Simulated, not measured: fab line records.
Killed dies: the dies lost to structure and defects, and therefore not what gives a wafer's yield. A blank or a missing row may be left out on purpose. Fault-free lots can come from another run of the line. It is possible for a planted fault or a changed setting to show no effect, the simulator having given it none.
Split-lot experiment | flow sky130 | 27 wafers read across 5 lots, on a route 708 steps long

THE SPLIT
At SKY_VIA1_ETCH_14 (etches BARC in N2/H2, stops on SiO2, time 45.9 s, target depth 60 nm), the setting time s was moved away from the recipe's 45.9 s on 12 of the 27 wafers read, by -36.7% to +43.9%. For the rest of the wafers, this setting stayed at what the recipe calls for.

Split to reading: the file shows no intervening step.

THE READING
KrF-thick_of_VIA1_COAT_07.thk nm (the simulator's own value, which no gauge read), in nm, at SKY_VIA1_ETCH_15 (etches SiO2 in C4F8/O2/Ar, stops on TiN, target depth 351 nm, time 54 s). The file gives no usual value for it. Here, 15 wafers ran the recipe; their average is 328.5 nm with a standard deviation of 2.1 nm.

wafer  | tool, chamber at the split | time s as run, s | against the recipe | KrF-thick_of_VIA1_COAT_07.thk nm, nm | against lot-mates on the recipe
L075.1 | rie diel-01, 0             | 66.06            | +43.9%             | 311.2                                | -16.9
L075.2 | rie diel-01, 3             | 45.9             | recipe             | 326.9                                | -
L075.3 | rie diel-01, 2             | 66.06            | +43.9%             | 309.6                                | -18.5
L075.4 | rie diel-01, 1             | 45.9             | recipe             | 327.6                                | -
L075.5 | rie diel-01, 3             | 66.06            | +43.9%             | 308.6                                | -19.5
L075.6 | rie diel-01, 2             | 45.9             | recipe             | 329.7                                | -
L076.1 | rie diel-01, 0             | 45.9             | recipe             | 329.6                                | -
L076.4 | rie diel-01, 2             | 45.9             | recipe             | 327.7                                | -
L076.5 | rie diel-01, 2             | 45.9             | recipe             | 328.2                                | -
L079.1 | rie diel-03, 0             | 45.9             | recipe             | 334.7                                | -
L079.2 | rie diel-03, 1             | 65.81            | +43.4%             | 314.3                                | -16.5
L079.3 | rie diel-03, 2             | 45.9             | recipe             | 329.7                                | -
L079.4 | rie diel-03, 3             | 65.81            | +43.4%             | 313.3                                | -17.5
L079.5 | rie diel-03, 2             | 45.9             | recipe             | 328.1                                | -
L079.6 | rie diel-03, 1             | 65.81            | +43.4%             | 314.5                                | -16.3
L081.1 | rie diel-04, 1             | 45.9             | recipe             | 326.6                                | -
L081.2 | rie diel-04, 3             | 35.3             | -23.1%             | 335.2                                | +9.1
L081.3 | rie diel-04, 0             | 35.3             | -23.1%             | 335.6                                | +9.5
L081.4 | rie diel-04, 3             | 45.9             | recipe             | 325.7                                | -
L081.5 | rie diel-04, 0             | 35.3             | -23.1%             | 337.3                                | +11.2
L081.6 | rie diel-04, 1             | 45.9             | recipe             | 326.1                                | -
L083.1 | rie diel-03, 2             | 29.07            | -36.7%             | 343.5                                | +14.5
L083.2 | rie diel-03, 1             | 45.9             | recipe             | 330.7                                | -
L083.3 | rie diel-03, 3             | 45.9             | recipe             | 328.4                                | -
L083.4 | rie diel-03, 1             | 29.07            | -36.7%             | 347.7                                | +18.7
L083.5 | rie diel-03, 2             | 29.07            | -36.7%             | 342.3                                | +13.3
L083.6 | rie diel-03, 3             | 45.9             | recipe             | 327.9                                | -

FIT RESULTS
A straight line over all 27 wafers: KrF-thick_of_VIA1_COAT_07.thk nm changes by -0.389 nm for each +1% of time s; r = -0.97; the points scatter about the line by 2.3 nm.
The same after taking each lot's own level away (the mean of its wafers on the recipe; 27 wafers): -0.41 nm for each +1%; r = -0.99; scatter 1.6 nm.
According to that fit, moving time s by its largest amount changes the reading by 18 nm.
The span of the lots' own levels, 326.13 to 330.83 nm, comes to 2.2 times the standard deviation stated above.
The two slopes are in agreement: the lot-to-lot level therefore moves the slope only a little.
Check: for one of the wafers moved furthest among these (+43.9%), held out of the fit, the line's prediction against its lot-mates is -18 nm. Against them it came out at -16.9 nm.
Tool readings at the split's step, against how far the setting was moved: oes product au r = -0.90.

THE OTHER SPLITS THESE WAFERS WENT THROUGH
Before the reading, these wafers also passed through other splits. Each is held against what the fit with the lots' levels taken away leaves over:
other split on the same wafers          | wafers away from the commonest value | r with KrF-thick_of_VIA1_COAT_07.thk nm (lot level and that fit taken away)
SKY_SONOS_ONO_ETCH_15 time s            | 9                                    | +0.32
SKY_POLY_GATE_DEVELOP_12 develop time s | 6                                    | -0.14
SKY_POLY_CUT_DEVELOP_07 develop time s  | 6                                    | +0.05
SKY_LI_CONTACT_SPUTTER_19 time s        | 6                                    | +0.07
SKY_METAL1_SPUTTER_00 time s            | 9                                    | -0.27

THE WHOLE CHAIN: every reading that the file lists as answering this split, in the file's order
step              | what it does                                                            | reading                                                                           | change (the file's fit)                                                              | r (the file's)
SKY_VIA1_ETCH_14  | etches BARC in N2/H2, stops on SiO2, time 45.9 s, target depth 60 nm    | oes product au                                                                    | not straight: 1.010 at the lowest setting, 0.855 at the recipe, 0.791 at the highest | not given
SKY_VIA1_ETCH_14  | etches BARC in N2/H2, stops on SiO2, time 45.9 s, target depth 60 nm    | KrF-thick_of_VIA1_COAT_07.thk nm (the simulator's own value, which no gauge read) | -0.421 nm for each +1% of the setting                                                | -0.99
SKY_VIA1_ETCH_15  | etches SiO2 in C4F8/O2/Ar, stops on TiN, target depth 351 nm, time 54 s | oes product au                                                                    | not straight: 0.377 at the lowest setting, 0.977 at the recipe, 0.977 at the highest | not given
SKY_VIA1_ETCH_15  | etches SiO2 in C4F8/O2/Ar, stops on TiN, target depth 351 nm, time 54 s | KrF-thick_of_VIA1_COAT_07.thk nm (the simulator's own value, which no gauge read) | -0.409 nm for each +1% of the setting                                                | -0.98
SKY_VIA1_STRIP_16 | strips in O2/N2                                                         | strip time to endpoint s                                                          | withheld for each +1% of the setting                                                 | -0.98

THE FILE'S OWN FIT
KrF-thick_of_VIA1_COAT_07.thk nm changes by -0.409 nm for each +1% of time s, r = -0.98.
